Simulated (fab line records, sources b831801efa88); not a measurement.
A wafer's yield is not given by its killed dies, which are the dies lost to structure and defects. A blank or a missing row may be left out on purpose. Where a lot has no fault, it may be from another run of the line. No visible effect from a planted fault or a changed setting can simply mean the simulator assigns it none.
fab line records	flow sky130
[record] lots = 12	wafers = 36	last-day = 50
route steps=708 shown FIELD_ISO@5 VT_ADJUST_LVTN@104 VT_ADJUST_PCH@152 POLY_GATE@213 RES_PROTECT@214
lots that met no fault: from a run of the same line without faults
start-h: start of the lot's first displayed wafer, in hours after the record's first day	wait-h: hours from the lot's prior step to this one	" same as the row above	L1.1+2: several wafers, shown together as one row	- no value, or no start was given	* or withheld: withheld	< > ~ a bound
route shown NAME@n: names a module that has steps shown in the file, with the first one's number in the route	usual: the fault-free wafers' mean and standard deviation	same: alike in all rows	chamber/n: place in a boat	sites: per-site readings	_std_site: standard deviation of those values	_edge_site: mean of outer sites minus mean of inner sites	radius-mm: how far each site lies from the wafer's centre	mask NAME#n: copy n	behind: tool/chamber where the wafer was last shaped	hold: cause of the lot's hold/its duration in hours/its outcome	device: which transistor (n, p or np) failed to switch	end of line: tests run on the same wafers once the route is complete	for a step that has no rows: nothing shown but its recipe	killed: dies lost to structure and defects at the first sort, not the wafer's yield	map: shows each die of a wafer: x if killed, . if not, _ if none is there
set.NAME: setting as actually run; set.NAME@STEP: the setting as run at that earlier step	model.NAME: the simulator's own value behind a step, which no gauge read
steps of the route over a sample of lots; a table a step, a row a wafer
services: when a tool's chamber went out of use (start-h, in hours from the record's first day, below 0 if earlier), for how many hours, and the reason
[[steps]]
[step SKY_FIELD_ISO_THK_MEAS_04]
[recipe] reads = Si3N4_of_FIELD_ISO_CVD_03
[usual] FIELD_ISO_CVD_03_THK = 165.4/1.4
lot.wafer	tool	chamber	start-h	wait-h	FIELD_ISO_CVD_03_THK[nm]
L638.1	film-metro-04	-	20.26	0.0	167.8
L638.3	"	-	"	"	166.5
L638.6	"	-	"	"	167.2
L639.2	film-metro-03	-	20.31	0.1	163.6
L639.3	"	-	"	"	163.5
L639.6	"	-	"	"	165.0
L642.2	film-metro-03	-	41.72	0.0	166.4
L642.3	"	-	"	"	166.8
L642.5	"	-	"	"	165.3
L643.3	film-metro-04	-	41.73	0.0	166.9
L643.4	"	-	"	"	164.5
L643.6	"	-	"	"	165.5
L644.1	film-metro-01	-	46.06	0.0	166.2
L644.4	"	-	"	"	165.9
L644.5	"	-	"	"	166.5
L645.3	film-metro-04	-	48.91	0.0	164.8
L645.4	"	-	"	"	166.4
L645.6	"	-	"	"	165.1
L649.1	film-metro-04	-	69.81	0.0	161.7
L649.5	"	-	"	"	162.4
L649.6	"	-	"	"	163.5
L653.1	film-metro-04	-	88.85	0.0	165.3
L653.4	"	-	"	"	165.5
L653.5	"	-	"	"	166.9
L654.3	film-metro-04	-	93.50	0.0	164.8
L654.4	"	-	"	"	163.6
L654.6	"	-	"	"	166.0
L656.3	film-metro-04	-	103.50	0.0	163.8
L656.5	"	-	"	"	164.5
L656.6	"	-	"	"	163.2
L657.1	film-metro-03	-	110.46	0.0	165.2
L657.2	"	-	"	"	165.4
L657.6	"	-	"	"	166.2
L659.3	film-metro-04	-	119.63	0.0	165.8
L659.5	"	-	"	"	165.7
L659.6	"	-	"	"	166.1
[step SKY_VT_ADJUST_LVTN_OVL_MEAS_07]
[usual] VT_ADJUST_LVTN_OVL = -0.9/1.4
lot.wafer	tool	chamber	start-h	wait-h	VT_ADJUST_LVTN_OVL[nm]
L638.1	overlay-02	-	146.99	-	0.5
L638.3	"	-	"	"	0.6
L638.6	"	-	"	"	0.9
L639.2	overlay-02	-	147.94	-	1.7
L639.3	"	-	"	"	1.6
L639.6	"	-	"	"	0.9
L643.3	overlay-01	-	184.65	-	-3.3
L643.4	"	-	"	"	-2.2
L643.6	"	-	"	"	-3.4
L642.2	overlay-02	-	184.99	-	-0.7
L642.3	"	-	"	"	-1.5
L642.5	"	-	"	"	-2.0
L645.3	overlay-02	-	186.02	-	-1.0
L645.4	"	-	"	"	0.5
L645.6	"	-	"	"	-0.6
L644.1	overlay-02	-	187.52	-	-1.5
L644.4	"	-	"	"	-1.7
L644.5	"	-	"	"	-2.0
L649.1	overlay-01	-	212.54	-	-0.2
L649.5	"	-	"	"	0.4
L649.6	"	-	"	"	0.6
L653.1	overlay-02	-	243.17	-	0.1
L653.4	"	-	"	"	-0.5
L653.5	"	-	"	"	-1.4
L654.3	overlay-01	-	247.60	-	0.5
L654.4	"	-	"	"	-1.1
L654.6	"	-	"	"	1.7
L656.3	overlay-01	-	255.86	-	1.2
L656.5	"	-	"	"	0.1
L656.6	"	-	"	"	-1.8
L657.1	overlay-02	-	266.72	-	-1.4
L657.2	"	-	"	"	-3.0
L657.6	"	-	"	"	-0.5
L659.3	overlay-02	-	276.98	-	-3.1
L659.5	"	-	"	"	-2.5
L659.6	"	-	"	"	-1.1
[step SKY_VT_ADJUST_PCH_STRIP_09]
[recipe] chemistry = O2/N2	power-w = 1400	pressure-mtorr = 1500	platen-temp-c = withheld	o2-flow-sccm = 3000	n2-flow-sccm = 300	overash-fraction = 0.5
[usual] drypump-motor-current-A = 5.7/0.49	oes-product-au = 0.722/0.0045	strip-time-to-endpoint-s = 36.93/0.096
lot.wafer	tool	chamber	start-h	wait-h	drypump-motor-current-A	oes-product-au	rf-hours-counter-h	strip-time-to-endpoint-s
L638.1	plasma-asher-03	1	232.29	0.1	5.9	0.724	41	36.76
L638.3	"	1	"	"	5.9	0.722	-	36.81
L638.6	"	1	"	"	5.9	0.728	-	36.84
L639.2	plasma-asher-01	1	232.61	0.1	6.1	0.722	52	36.99
L639.3	"	1	"	"	6.1	0.720	-	36.90
L639.6	"	1	"	"	6.1	0.719	-	36.87
L643.3	plasma-asher-03	1	274.64	0.1	5.9	0.719	-	37.03
L643.4	"	0	"	"	4.9	0.717	-	37.03
L643.6	"	1	"	"	5.9	0.725	-	37.02
L642.2	plasma-asher-03	1	276.49	0.1	5.9	0.720	45	36.94
L642.3	"	1	"	"	5.9	0.720	-	36.79
L642.5	"	0	"	"	4.9	0.721	-	36.92
L645.3	plasma-asher-02	0	277.78	0.1	5.7	0.726	-	36.99
L645.4	"	1	"	"	5.4	0.714	-	36.86
L645.6	"	1	"	"	5.4	0.722	-	36.85
L644.1	plasma-asher-01	0	279.04	0.1	6.5	0.727	56	37.13
L644.4	"	0	"	"	6.5	0.725	-	37.11
L644.5	"	0	"	"	6.5	0.720	-	37.00
L649.1	plasma-asher-03	0	307.94	0.1	4.9	0.717	49	36.99
L649.5	"	0	"	"	4.9	0.721	-	37.03
L649.6	"	1	"	"	5.9	0.722	-	36.99
L653.1	plasma-asher-02	0	343.61	0.1	5.7	0.726	23	37.00
L653.4	"	0	"	"	5.6	0.721	-	36.98
L653.5	"	0	"	"	5.6	0.731	-	36.92
L654.3	plasma-asher-02	0	349.24	0.1	5.6	0.718	-	36.92
L654.4	"	1	"	"	5.3	0.716	-	36.95
L654.6	"	0	"	"	5.6	0.723	-	36.99
L656.3	plasma-asher-02	0	359.24	0.1	5.7	0.721	-	36.79
L656.5	"	0	"	"	5.7	0.724	-	36.84
L656.6	"	1	"	"	5.3	0.715	-	36.79
L657.1	plasma-asher-01	1	370.94	0.1	6.1	0.728	65	36.77
L657.2	"	0	"	"	6.5	0.714	65	36.83
L657.6	"	1	"	"	6.1	0.720	-	36.81
L659.3	plasma-asher-02	1	383.12	0.1	5.3	0.732	-	36.82
L659.5	"	1	"	"	5.3	0.714	-	36.75
L659.6	"	0	"	"	5.6	0.724	-	36.77
[step SKY_POLY_GATE_IMPLANT_02]
[recipe] species = P	energy-kev = 30	dose-cm2 = 7.7e+15	tilt-deg = 0
[usual] dose-ions-cm2 = 7.699e+15/7.8e+12
lot.wafer	tool	chamber	start-h	wait-h	dose-ions-cm2
L639.2	implanter-02	0	344.48	0.1	7.686e+15
L639.3	"	0	"	"	7.702e+15
L639.6	"	0	"	"	7.697e+15
L638.1	implanter-02	0	345.97	0.1	7.698e+15
L638.3	"	0	"	"	7.693e+15
L638.6	"	0	"	"	7.699e+15
L643.3	implanter-01	0	397.65	0.1	7.695e+15
L643.4	"	0	"	"	7.685e+15
L643.6	"	0	"	"	7.693e+15
L645.3	implanter-02	0	398.26	0.1	7.699e+15
L645.4	"	0	"	"	7.7e+15
L645.6	"	0	"	"	7.7e+15
L642.2	implanter-04	0	398.53	0.1	7.698e+15
L642.3	"	0	"	"	7.697e+15
L642.5	"	0	"	"	7.697e+15
L644.1	implanter-01	0	398.70	0.1	7.702e+15
L644.4	"	0	"	"	7.702e+15
L644.5	"	0	"	"	7.696e+15
L649.1	implanter-01	0	433.70	0.1	7.694e+15
L649.5	"	0	"	"	7.698e+15
L649.6	"	0	"	"	7.699e+15
L653.1	implanter-01	0	473.30	0.1	6.299e+15
L653.4	"	0	"	"	6.306e+15
L653.5	"	0	"	"	6.29e+15
L654.3	implanter-01	0	480.02	0.1	6.31e+15
L654.4	"	0	"	"	6.321e+15
L654.6	"	0	"	"	6.32e+15
L656.3	implanter-04	0	488.77	0.1	7.687e+15
L656.5	"	0	"	"	7.691e+15
L656.6	"	0	"	"	7.691e+15
L657.1	implanter-02	0	503.46	0.1	7.703e+15
L657.2	"	0	"	"	7.696e+15
L657.6	"	0	"	"	7.69e+15
L659.3	implanter-02	0	517.62	0.1	7.7e+15
L659.5	"	0	"	"	7.692e+15
L659.6	"	0	"	"	7.715e+15
[step SKY_RES_PROTECT_STRIP_07]
[recipe] chemistry = O2/N2	power-w = 1400	pressure-mtorr = 1500	platen-temp-c = withheld	o2-flow-sccm = 3000	n2-flow-sccm = 300	overash-fraction = 0.5
[usual] drypump-motor-current-A = 5.7/0.61	oes-product-au = 0.518/0.0042	strip-time-to-endpoint-s = 23.30/0.041
lot.wafer	tool	chamber	start-h	wait-h	drypump-motor-current-A	oes-product-au	rf-hours-counter-h	strip-time-to-endpoint-s
L639.2	plasma-asher-01	0	344.60	0.1	6.5	0.519	62	23.32
L639.3	"	0	"	"	6.5	0.515	-	23.34
L639.6	"	1	"	"	6.0	0.522	-	23.36
L638.1	plasma-asher-01	1	346.12	0.1	6.0	0.519	62	23.27
L638.3	"	1	"	"	6.1	0.519	-	23.25
L638.6	"	1	"	"	6.1	0.524	-	23.29
L643.3	plasma-asher-01	1	397.79	0.1	6.1	0.523	-	23.31
L643.4	"	0	"	"	6.5	0.512	-	23.31
L643.6	"	0	"	"	6.5	0.522	-	23.34
L645.3	plasma-asher-04	1	398.39	0.1	4.9	0.513	-	23.27
L645.4	"	0	"	"	6.0	0.524	-	23.31
L645.6	"	0	"	"	6.0	0.512	-	23.31
L642.2	plasma-asher-01	0	398.66	0.1	6.5	0.515	68	23.30
L642.3	"	0	"	"	6.5	0.521	-	23.31
L642.5	"	0	"	"	6.5	0.519	-	23.34
L644.1	plasma-asher-03	0	398.85	0.1	4.9	0.514	55	23.30
L644.4	"	1	"	"	5.9	0.514	-	23.31
L644.5	"	1	"	"	5.9	0.522	-	23.27
L649.1	plasma-asher-01	0	433.85	0.1	6.5	0.518	0	23.31
L649.5	"	0	"	"	6.5	0.520	-	23.34
L649.6	"	1	"	"	6.1	0.523	-	23.32
L653.1	plasma-asher-01	1	473.45	0.1	6.0	0.531	4	22.45
L653.4	"	0	"	"	6.5	0.529	-	22.50
L653.5	"	0	"	"	6.5	0.530	-	22.51
L654.3	plasma-asher-01	0	480.16	0.1	6.5	0.528	-	22.45
L654.4	"	1	"	"	6.1	0.530	-	22.46
L654.6	"	0	"	"	6.5	0.523	-	22.46
L656.3	plasma-asher-04	1	488.91	0.1	4.9	0.512	-	23.27
L656.5	"	1	"	"	4.9	0.520	-	23.36
L656.6	"	0	"	"	6.0	0.525	-	23.36
L657.1	plasma-asher-03	0	503.61	0.1	4.9	0.516	66	23.30
L657.2	"	1	"	"	5.9	0.521	66	23.31
L657.6	"	0	"	"	4.9	0.513	-	23.28
L659.3	plasma-asher-03	1	517.76	0.1	5.9	0.514	-	23.22
L659.5	"	1	"	"	5.9	0.519	-	23.25
L659.6	"	0	"	"	4.9	0.515	-	23.25
[[services]]
tool	chamber	start-h	hours	kind
plasma-asher-02	-	217.26	1.2	repair
implanter-01	-	221.91	4.9	pm
plasma-asher-01	-	226.88	4.0	pm
implanter-01	-	233.20	2.2	pm
implanter-04	-	241.87	2.8	repair
implanter-01	-	283.57	2.3	repair
plasma-asher-04	-	314.73	1.1	repair
plasma-asher-01	-	330.50	3.5	repair
plasma-asher-03	-	337.37	36.5	pm
plasma-asher-03	-	376.81	0.8	repair
plasma-asher-04	-	384.56	5.2	pm
implanter-04	-	400.74	4.6	pm
plasma-asher-03	-	404.21	0.4	repair
plasma-asher-01	-	421.25	9.0	pm
plasma-asher-01	0	421.25	9.0	vent-cycle
plasma-asher-01	1	421.25	9.0	vent-cycle
plasma-asher-02	-	425.99	15.6	repair
plasma-asher-01	0	430.25	-	clean
plasma-asher-01	1	430.25	-	clean
plasma-asher-04	-	433.49	3.8	repair
implanter-04	-	460.87	2.0	repair
plasma-asher-01	-	462.33	2.8	pm
implanter-01	-	488.37	4.7	pm
[[key]]
[first-sign] step = SKY_POLY_GATE_IMPLANT_02	reading = dose-ions-cm2	direction = down	sigmas = 99+	usual = *	struck = *
[effect] step = SKY_RES_PROTECT_STRIP_07	reading = strip-time-to-endpoint-s	direction = down	sigmas = 20	usual = *	struck = *
met-at SKY_POLY_GATE_IMPLANT_02
struck-lots L653,L654
tester-left-out L653,L654
not-acting-at SKY_FIELD_ISO_THK_MEAS_04,SKY_VT_ADJUST_LVTN_OVL_MEAS_07,SKY_VT_ADJUST_PCH_STRIP_09
onset-between 433.70 473.30
[fault] kind = process-parameter-drift	tool = implanter-01	chamber = -	onset-h = 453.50	steps = SKY_POLY_GATE_IMPLANT_02	channel = dose-cm2	offset = *	shape = step	end-h = 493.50	acts-in = *	stated = *
// tester-left-out: of these lots the tester's yield and bins aren't shown, on N5 and GAA mostly nor the transistor test; their killed dies are dies lost to structure and defects alone, not to doping, threshold or leakage, so they don't give the yield
